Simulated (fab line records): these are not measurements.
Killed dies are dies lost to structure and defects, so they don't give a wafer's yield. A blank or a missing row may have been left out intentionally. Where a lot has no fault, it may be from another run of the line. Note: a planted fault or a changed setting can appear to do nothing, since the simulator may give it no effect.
Which tool did it? || flow gf180mcu || 39 wafers from 13 lots sampled at 4 of the route's 602 steps

WHAT THE GAUGES SHOWED, per wafer
GF_V2_THK_MEAS_25: measures by xrf.
{"lot": "L166", "measured": "day 20 07:53", "on": "film metro-03", "V2_W_THK (nm)": "337 338 345"}
{"lot": "L167", "measured": "day 20 23:14", "on": "film metro-01", "V2_W_THK (nm)": "350 339 340"}
{"lot": "L168", "measured": "day 21 08:20", "on": "film metro-04", "V2_W_THK (nm)": "344 348 347"}
{"lot": "L172", "measured": "day 22 18:02", "on": "film metro-01", "V2_W_THK (nm)": "344 345 346"}
{"lot": "L174", "measured": "day 23 08:44", "on": "film metro-03", "V2_W_THK (nm)": "343 342 345"}
{"lot": "L176", "measured": "day 24 03:01", "on": "film metro-01", "V2_W_THK (nm)": "347 344 350"}
{"lot": "L177", "measured": "day 24 20:29", "on": "film metro-01", "V2_W_THK (nm)": "339 347 334"}
{"lot": "L178", "measured": "day 24 22:04", "on": "film metro-01", "V2_W_THK (nm)": "347 343 342"}
{"lot": "L179", "measured": "day 25 01:43", "on": "film metro-03", "V2_W_THK (nm)": "335 344 343"}
{"lot": "L180", "measured": "day 25 10:58", "on": "film metro-03", "V2_W_THK (nm)": "339 335 342"}
{"lot": "L187", "measured": "day 27 12:24", "on": "film metro-03", "V2_W_THK (nm)": "342 338 346"}
{"lot": "L188", "measured": "day 27 22:14", "on": "film metro-03", "V2_W_THK (nm)": "347 345 339"}
{"lot": "L189", "measured": "day 28 02:08", "on": "film metro-01", "V2_W_THK (nm)": "349 339 349"}

GF_V4_THK_MEAS_01.
{"lot": "L166", "measured": "day 23 11:13", "on": "film metro-04", "V4_CVD_00_THK (nm)": "594 600 604"}
{"lot": "L167", "measured": "day 24 01:01", "on": "film metro-04", "V4_CVD_00_THK (nm)": "596 604 605"}
{"lot": "L168", "measured": "day 24 09:48", "on": "film metro-01", "V4_CVD_00_THK (nm)": "592 597 596"}
{"lot": "L172", "measured": "day 25 17:25", "on": "film metro-01", "V4_CVD_00_THK (nm)": "606 606 597"}
{"lot": "L174", "measured": "day 26 06:29", "on": "film metro-03", "V4_CVD_00_THK (nm)": "594 602 599"}
{"lot": "L176", "measured": "day 26 23:45", "on": "film metro-04", "V4_CVD_00_THK (nm)": "599 599 600"}
{"lot": "L177", "measured": "day 27 14:46", "on": "film metro-04", "V4_CVD_00_THK (nm)": "597 599 610"}
{"lot": "L178", "measured": "day 27 16:53", "on": "film metro-03", "V4_CVD_00_THK (nm)": "597 598 600"}
{"lot": "L179", "measured": "day 27 21:55", "on": "film metro-03", "V4_CVD_00_THK (nm)": "602 596 601"}
{"lot": "L180", "measured": "day 28 04:49", "on": "film metro-03", "V4_CVD_00_THK (nm)": "600 603 602"}
{"lot": "L187", "measured": "day 30 01:53", "on": "film metro-01", "V4_CVD_00_THK (nm)": "598 606 599"}
{"lot": "L188", "measured": "day 30 11:57", "on": "film metro-04", "V4_CVD_00_THK (nm)": "595 601 602"}
{"lot": "L189", "measured": "day 30 16:16", "on": "film metro-04", "V4_CVD_00_THK (nm)": "596 604 595"}

EACH LOT AND THE TOOL THAT RAN IT (in order: tool; ch and the chambers of the sampled wafers; start)
{"lot": "L166", "GF_V3_CMP_04": "cmp-02 ch 1,2,3, day 21 09:38", "GF_M4_SPUTTER_04": "pvd sputter-03, day 22 11:17"}
{"lot": "L167", "GF_V3_CMP_04": "cmp-02 ch 0,1,3, day 22 00:05", "GF_M4_SPUTTER_04": "pvd sputter-01, day 23 01:36"}
{"lot": "L168", "GF_V3_CMP_04": "cmp-02 ch 0,1,2, day 22 09:22", "GF_M4_SPUTTER_04": "pvd sputter-01, day 23 10:23"}
{"lot": "L172", "GF_V3_CMP_04": "cmp-02 ch 0,2, day 23 18:54", "GF_M4_SPUTTER_04": "pvd sputter-02, day 24 18:27"}
{"lot": "L174", "GF_V3_CMP_04": "cmp-02 ch 0,2,3, day 24 08:44", "GF_M4_SPUTTER_04": "pvd sputter-01, day 25 08:54"}
{"lot": "L176", "GF_V3_CMP_04": "cmp-02 ch 2,3, day 25 02:20", "GF_M4_SPUTTER_04": "pvd sputter-03, day 26 01:32"}
{"lot": "L177", "GF_V3_CMP_04": "cmp-02 ch 2,3, day 25 19:29", "GF_M4_SPUTTER_04": "pvd sputter-03, day 26 18:19"}
{"lot": "L178", "GF_V3_CMP_04": "cmp-02 ch 0,1,3, day 25 20:35", "GF_M4_SPUTTER_04": "pvd sputter-01, day 26 19:40"}
{"lot": "L179", "GF_V3_CMP_04": "cmp-02 ch 1,2,3, day 26 00:50", "GF_M4_SPUTTER_04": "pvd sputter-03, day 27 00:15"}
{"lot": "L180", "GF_V3_CMP_04": "cmp-02 ch 0,3, day 26 09:37", "GF_M4_SPUTTER_04": "pvd sputter-01, day 27 08:06"}
{"lot": "L187", "GF_V3_CMP_04": "cmp-01 ch 0,2,3, day 28 09:31", "GF_M4_SPUTTER_04": "pvd sputter-03, day 29 06:01"}
{"lot": "L188", "GF_V3_CMP_04": "cmp-02 ch 0,2,3, day 28 19:55", "GF_M4_SPUTTER_04": "pvd sputter-01, day 29 17:00"}
{"lot": "L189", "GF_V3_CMP_04": "cmp-02 ch 2,3, day 28 23:28", "GF_M4_SPUTTER_04": "pvd sputter-02, day 29 21:03"}
- GF_V3_CMP_04: polishes SiO2.
- GF_M4_SPUTTER_04: material TiN, target thk 50 nm, time 43.15 s.

WHAT THE TOOLS THEMSELVES READ (means of the sampled wafers that have a number; where no wafer has one, the mark that the record gives instead)
GF_V3_CMP_04.
{"lot": "L166", "tool": "cmp-02", "edge zone pressure frac": 0.999, "motor current A (A)": 11.9, "time to endpoint s (s)": 85}
{"lot": "L167", "tool": "cmp-02", "edge zone pressure frac": 1.003, "motor current A (A)": 11.2, "time to endpoint s (s)": 82}
{"lot": "L168", "tool": "cmp-02", "edge zone pressure frac": 1.000, "motor current A (A)": 10.4, "time to endpoint s (s)": 81}
{"lot": "L172", "tool": "cmp-02", "edge zone pressure frac": 1.000, "motor current A (A)": 9.7, "time to endpoint s (s)": 88}
{"lot": "L174", "tool": "cmp-02", "edge zone pressure frac": 0.997, "motor current A (A)": 10.5, "time to endpoint s (s)": 82}
{"lot": "L176", "tool": "cmp-02", "edge zone pressure frac": 1.002, "motor current A (A)": 12.1, "time to endpoint s (s)": 81}
{"lot": "L177", "tool": "cmp-02", "edge zone pressure frac": 1.004, "motor current A (A)": 12.2, "time to endpoint s (s)": 81}
{"lot": "L178", "tool": "cmp-02", "edge zone pressure frac": 1.000, "motor current A (A)": 11.3, "time to endpoint s (s)": 79}
{"lot": "L179", "tool": "cmp-02", "edge zone pressure frac": 1.004, "motor current A (A)": 11.8, "time to endpoint s (s)": 78}
{"lot": "L180", "tool": "cmp-02", "edge zone pressure frac": 1.002, "motor current A (A)": 11.2, "time to endpoint s (s)": 75}
{"lot": "L187", "tool": "cmp-01", "edge zone pressure frac": 1.003, "motor current A (A)": 10.7, "time to endpoint s (s)": 82}
{"lot": "L188", "tool": "cmp-02", "edge zone pressure frac": 1.002, "motor current A (A)": 10.7, "time to endpoint s (s)": 76}
{"lot": "L189", "tool": "cmp-02", "edge zone pressure frac": 0.997, "motor current A (A)": 11.3, "time to endpoint s (s)": 79}

GF_M4_SPUTTER_04.
{"lot": "L166", "tool": "pvd sputter-03", "chamber pressure pa (Pa)": 0.3991, "throttle valve pct (%)": 29.4}
{"lot": "L167", "tool": "pvd sputter-01", "chamber pressure pa (Pa)": 0.3996, "throttle valve pct (%)": 30.3}
{"lot": "L168", "tool": "pvd sputter-01", "chamber pressure pa (Pa)": 0.3998, "throttle valve pct (%)": 30.2}
{"lot": "L172", "tool": "pvd sputter-02", "chamber pressure pa (Pa)": 0.3996, "throttle valve pct (%)": 30.2}
{"lot": "L174", "tool": "pvd sputter-01", "chamber pressure pa (Pa)": 0.3999, "throttle valve pct (%)": 30.4}
{"lot": "L176", "tool": "pvd sputter-03", "chamber pressure pa (Pa)": 0.3990, "throttle valve pct (%)": 30.6}
{"lot": "L177", "tool": "pvd sputter-03", "chamber pressure pa (Pa)": 0.3996, "throttle valve pct (%)": 30.5}
{"lot": "L178", "tool": "pvd sputter-01", "chamber pressure pa (Pa)": 0.3998, "throttle valve pct (%)": 30.2}
{"lot": "L179", "tool": "pvd sputter-03", "chamber pressure pa (Pa)": 0.3992, "throttle valve pct (%)": 29.5}
{"lot": "L180", "tool": "pvd sputter-01", "chamber pressure pa (Pa)": 0.3987, "throttle valve pct (%)": 30.2}
{"lot": "L187", "tool": "pvd sputter-03", "chamber pressure pa (Pa)": 0.3986, "throttle valve pct (%)": 30.2}
{"lot": "L188", "tool": "pvd sputter-01", "chamber pressure pa (Pa)": 0.4004, "throttle valve pct (%)": 30.7}
{"lot": "L189", "tool": "pvd sputter-02", "chamber pressure pa (Pa)": 0.4006, "throttle valve pct (%)": 29.9}

THE ANSWER, worked out from the rows above alone
Rule: what is usual is taken from the lots themselves. The widest of any qualifying gaps counts: lots, ordered by their means at a reading, are off when they make up no more than a third of the lots, leave a main group of 4 or more, and stand apart from it by 3 or more times the standard deviation of that group's means. Not used: any main group whose means are identical at the precision the tables above print for the reading. A lot without any number at a reading at which 4 lots or more have one is off too. Where the step has rows for the other lots, those lots are counted as sound. Order of review: gauges by route order, followed by the tools' own readings, for which a lot's mean as printed above is used. The first step at which some lot is off is used, and at that step the reading that is off furthest; a lot without a number counts as furthest.
None of the lots is off at any reading shown; this tells nothing.

WHAT WAS PUT IN BY THE SIMULATOR
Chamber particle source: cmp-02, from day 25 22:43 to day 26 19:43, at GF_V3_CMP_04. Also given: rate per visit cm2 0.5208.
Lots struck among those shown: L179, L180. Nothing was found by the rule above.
